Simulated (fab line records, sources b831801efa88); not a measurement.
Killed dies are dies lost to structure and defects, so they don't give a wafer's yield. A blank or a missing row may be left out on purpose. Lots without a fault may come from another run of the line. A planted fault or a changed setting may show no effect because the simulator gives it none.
Split-lot experiment | flow sfq_line | 5 lots, 23 wafers read, on a route of 325 steps

THE SPLIT
At SFQ_TRILAYER_INCOMING_OXIDATION_002 (target thk 500 nm, ox time 4939 s), the setting ox_time_s was moved away from the recipe's 4939 s on 20 of the 23 wafers read, by -13.2% to +14.5%. The other wafers ran this setting at the recipe's value.

The reading is taken at the split's own step.

THE READING
SiO2_of_TRILAYER_INCOMING_OXIDATION_002.thk_nm (the simulator's own value, which no gauge read), in nm, at SFQ_TRILAYER_INCOMING_OXIDATION_002 (target thk 500 nm, ox time 4939 s). The file gives no usual value for it. The 3 wafers here that ran the recipe average 494.4 nm, standard deviation 1.9 nm.

wafer  | tool, chamber at the split | ox_time_s as run, s | against the recipe | SiO2_of_TRILAYER_INCOMING_OXIDATION_002.thk_nm, nm | against lot-mates on the recipe
L074.1 | -, -                       | 4289                | -13.2%             | 470.2                                              | no lot-mate on the recipe
L074.2 | -, -                       | 4289                | -13.2%             | 458.3                                              | no lot-mate on the recipe
L074.3 | -, -                       | 4289                | -13.2%             | 468.7                                              | no lot-mate on the recipe
L074.5 | -, -                       | 4289                | -13.2%             | 466.2                                              | no lot-mate on the recipe
L074.6 | -, -                       | 4289                | -13.2%             | 478.3                                              | no lot-mate on the recipe
L077.2 | -, -                       | 4301                | -12.9%             | 461                                                | no lot-mate on the recipe
L077.3 | -, -                       | 4301                | -12.9%             | 456.6                                              | no lot-mate on the recipe
L077.4 | -, -                       | 4301                | -12.9%             | 461.4                                              | no lot-mate on the recipe
L077.5 | -, -                       | 4301                | -12.9%             | 450.7                                              | no lot-mate on the recipe
L077.6 | -, -                       | 4301                | -12.9%             | 447.4                                              | no lot-mate on the recipe
L081.1 | -, -                       | 5656                | +14.5%             | 552                                                | no lot-mate on the recipe
L081.2 | -, -                       | 5656                | +14.5%             | 538.2                                              | no lot-mate on the recipe
L081.3 | -, -                       | 5656                | +14.5%             | 551.5                                              | no lot-mate on the recipe
L081.4 | -, -                       | 5656                | +14.5%             | 549.6                                              | no lot-mate on the recipe
L081.5 | -, -                       | 5656                | +14.5%             | 548.5                                              | no lot-mate on the recipe
L082.2 | furnace-02, 0              | 4939                | recipe             | 492.8                                              | -
L082.3 | furnace-02, 0              | 4939                | recipe             | 493.2                                              | -
L082.4 | furnace-02, 0              | 4939                | recipe             | 497.1                                              | -
L085.1 | -, -                       | 5349                | +8.3%              | 528.7                                              | no lot-mate on the recipe
L085.2 | -, -                       | 5349                | +8.3%              | 528.2                                              | no lot-mate on the recipe
L085.3 | -, -                       | 5349                | +8.3%              | 537.4                                              | no lot-mate on the recipe
L085.5 | -, -                       | 5349                | +8.3%              | 532                                                | no lot-mate on the recipe
L085.6 | -, -                       | 5349                | +8.3%              | 540.7                                              | no lot-mate on the recipe

THE FIT
A straight line over all 23 wafers: SiO2_of_TRILAYER_INCOMING_OXIDATION_002.thk_nm changes by +3.19 nm for each +1% of ox_time_s; r = +0.98; the points scatter about the line by 8.2 nm.
Too few moved wafers have a lot-mate on the recipe to fit a line with each lot's own level taken away.

THE FILE'S OWN FIT
SiO2_of_TRILAYER_INCOMING_OXIDATION_002.thk_nm changes by +3.19 nm for each +1% of ox_time_s, r = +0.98.
